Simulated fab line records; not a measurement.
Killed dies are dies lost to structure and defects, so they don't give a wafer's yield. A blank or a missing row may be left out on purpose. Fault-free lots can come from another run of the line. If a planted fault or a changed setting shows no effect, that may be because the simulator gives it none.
Code-filled problem report in 8D (eight disciplines) form ; flow gf180mcu ; the parts of the form that need people (team, actions taken, sign-off) are left out

1. WHAT WENT WRONG
Mean HV_LDD_3_TW at GF_HV_LDD_TW_MEAS_38: 1525 over 6 wafers in 2 lots; fault-free wafers: 1427, standard deviation 14. Relative to the usual mean, that is a shift of +7.0 standard deviations.
Earliest sighting: wafer L350.1 on film metro-01 at day 17 07:40. Wafers with a number at this step in the record: 33, from 11 lots. Rule for "out" (also "out of limits"): further than 4 standard deviations from the usual mean. All remaining wafers that have a number are taken as sound.

2. WHAT IT IS, WHAT IT ISN'T
question;is;is not
which readings at this step;HV_LDD_3_TW;-
which lots;L350, L353;L335, L336, L337, L341, L342, L344, L345, L355, L356
which wafers of those lots;all that have a number;-
read on which gauges;film metro-01, film metro-04;film metro-02
when;from day 17 07:40;"up to then (21 sound wafers); but 6 sound wafers of L355, L356 came after"

3. THE SUSPECTS, EACH WITH WHAT RULES IT OUT
Counting: a tool stays on the suspect list if, at a process step up to the reading, it processed all lots that are out and no sound lot following the first of them.
- the gauge at GF_HV_LDD_TW_MEAS_38 is ruled out. Those wafers that are out were read across 2 gauges (film metro-01, film metro-04).
- implanter-01 at GF_HV_LDD_IMPLANT_36: kept. Every lot that is out went through it, starting with L350 (day 17 07:25), and after that it ran no sound lot; the last sound lot it ran before then is L342 (day 14 13:46). On those wafers its own readings are out: dose ions cm2, faraday current uA.
The count leaves implanter-01 at GF_HV_LDD_IMPLANT_36.

4. THE CAUSE (what the simulator had put in)
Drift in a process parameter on implanter-01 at GF_HV_LDD_IMPLANT_36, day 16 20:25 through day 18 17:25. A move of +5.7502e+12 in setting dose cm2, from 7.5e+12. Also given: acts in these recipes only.
After counting, this tool was the only one left.

5. SEQUENCE OF EFFECTS, ordered by route
One row per reading whose mean, taken over the struck wafers that have a number, lies over 3 standard deviations from the usual. Only readings for which the record gives a usual standard deviation are gone through. hours: the time from each lot's start at the first step in this table that gives one to its start at this step, as a median over the lots. sigmas: the change in usual standard deviations.
hours;step;reading;usual;on struck wafers;change;sigmas
0;GF_HV_LDD_IMPLANT_36;dose ions cm2;7.501e+12;1.325e+13;+5.746e+12;+99 or more
0;GF_HV_LDD_IMPLANT_36;faraday current uA;42.2;74.2;+32.0;+37
0;GF_HV_LDD_TW_MEAS_38;HV_LDD_3_TW;1427;1525;+98;+7.0
25;GF_HV_LDD_RS_MEAS_53;HV_LDD_RS;417.8 ohm/sq;404.1;-13.8;-14
Its process steps:
- GF_HV_LDD_IMPLANT_36

6. WHAT WOULD HAVE CAUGHT IT SOONER
Counted from the fault's start at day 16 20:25, it took 11 hours until the first out-of-limits reading at a measuring or inspecting step in this record, taken at day 17 07:40.
The tool's own readings at GF_HV_LDD_IMPLANT_36 were out on every struck wafer that the step has a row for (dose ions cm2, faraday current uA): an alarm limit on them would have fired on the first of those.
L353, from the lots that are out (2), started GF_HV_LDD_IMPLANT_36 on implanter-01 later than day 17 07:40. Holding the tool at that time would have saved it.
